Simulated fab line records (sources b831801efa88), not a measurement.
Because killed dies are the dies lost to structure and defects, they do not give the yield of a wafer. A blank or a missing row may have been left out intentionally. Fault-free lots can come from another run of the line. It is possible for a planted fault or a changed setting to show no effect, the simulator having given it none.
One fault seen from 2 desks + flow sky130 + every desk sees just its own numbers, and what lay behind them comes last

## METROLOGY DESK
Lot by lot, what the gauges showed, no matter which tool ran the lot: averages of those sampled wafers that carry a number. Any lot whose mean is over 4 standard deviations away from the usual mean is out of limits and marked OUT; that distance is given in the brackets.
Columns: A = VT_ADJUST_PCH_TW at SKY_VT_ADJUST_PCH_TW_MEAS_10, usual 142.7; B = cd_nm at SKY_SONOS_TUNNEL_CD_MEAS_07, usual 410.2 nm; C = SONOS_ONO_OXIDATION_THK at SKY_SONOS_ONO_THK_MEAS_01, usual 2.61 nm
| lot  | first seen here | A                | B     | C    |
|------|-----------------|------------------|-------|------|
| L109 | day 11 04:31    | 141.2            | 410.0 | 2.60 |
| L108 | day 11 06:49    | 143.5            | 407.7 | 2.50 |
| L110 | day 11 11:05    | 141.1            | 411.0 | 2.50 |
| L113 | day 12 05:20    | 130.9 (-9.8) OUT | 410.2 | 2.49 |
| L112 | day 12 06:13    | 130.9 (-9.8) OUT | 410.4 | 2.54 |
| L114 | day 12 17:03    | 144.4            | 409.0 | 2.64 |
| L118 | day 13 20:54    | 141.2            | 412.0 | 2.62 |
| L121 | day 14 15:54    | 141.5            | 408.2 | 2.69 |
| L123 | day 15 17:04    | 144.7            | 410.1 | 2.66 |
| L124 | day 15 22:53    | 142.3            | 408.9 | 2.62 |
| L125 | day 15 23:57    | 142.0            | 413.4 | 2.53 |
| L129 | day 17 12:54    | 144.0            | 408.0 | 2.55 |
Per this desk, out of limits: L112, L113; the first was L113, day 12 05:20 (VT_ADJUST_PCH_TW at SKY_VT_ADJUST_PCH_TW_MEAS_10). In limits: L109, L108, L110, L114, L118, L121, L123, L124, L125, L129.

## AT THE TOOL OWNER'S DESK: implanter-02
The tool's own readings at SKY_VT_ADJUST_PCH_IMPLANT_08, given as means over the sampled wafers that have a number, one for each lot that went through this tool. Any lot whose mean is over 4 standard deviations away from the usual mean is out of limits and marked OUT; that distance is given in the brackets.
Columns: A = dose_ions_cm2 at SKY_VT_ADJUST_PCH_IMPLANT_08, usual 5e+11; B = faraday_current_uA at SKY_VT_ADJUST_PCH_IMPLANT_08, usual 2.82
| lot  | first seen here | A                       | B              |
|------|-----------------|-------------------------|----------------|
| L109 | day 11 04:19    | 5e+11                   | 2.84           |
| L110 | day 11 10:53    | 5e+11                   | 2.81           |
| L113 | day 12 05:05    | 3e+11 (-99 or more) OUT | 1.92 (-15) OUT |
| L112 | day 12 05:58    | 3e+11 (-99 or more) OUT | 1.97 (-15) OUT |
| L129 | day 17 12:39    | 5e+11                   | 2.80           |
This desk's finding: out of limits on L112, L113; first on L113, day 12 05:05 (dose_ions_cm2 at SKY_VT_ADJUST_PCH_IMPLANT_08). In limits: L109, L110, L129.

## PUT TOGETHER
The tool owner's desk had the chance to raise an alarm at day 12 05:05 on L112, L113.
Metrology desk: alarm possible at day 12 05:20 on L112, L113.
On implanter-02, each named lot ran SKY_VT_ADJUST_PCH_IMPLANT_08.

## WHAT THE SIMULATOR HAD PUT IN
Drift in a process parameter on implanter-02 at SKY_VT_ADJUST_PCH_IMPLANT_08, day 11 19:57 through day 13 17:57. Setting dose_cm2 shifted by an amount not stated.
Lots struck among those shown: L112, L113.
Hours from the fault's start to each desk's first reading out of limits: the tool owner's desk, 9; the metrology desk, 9.
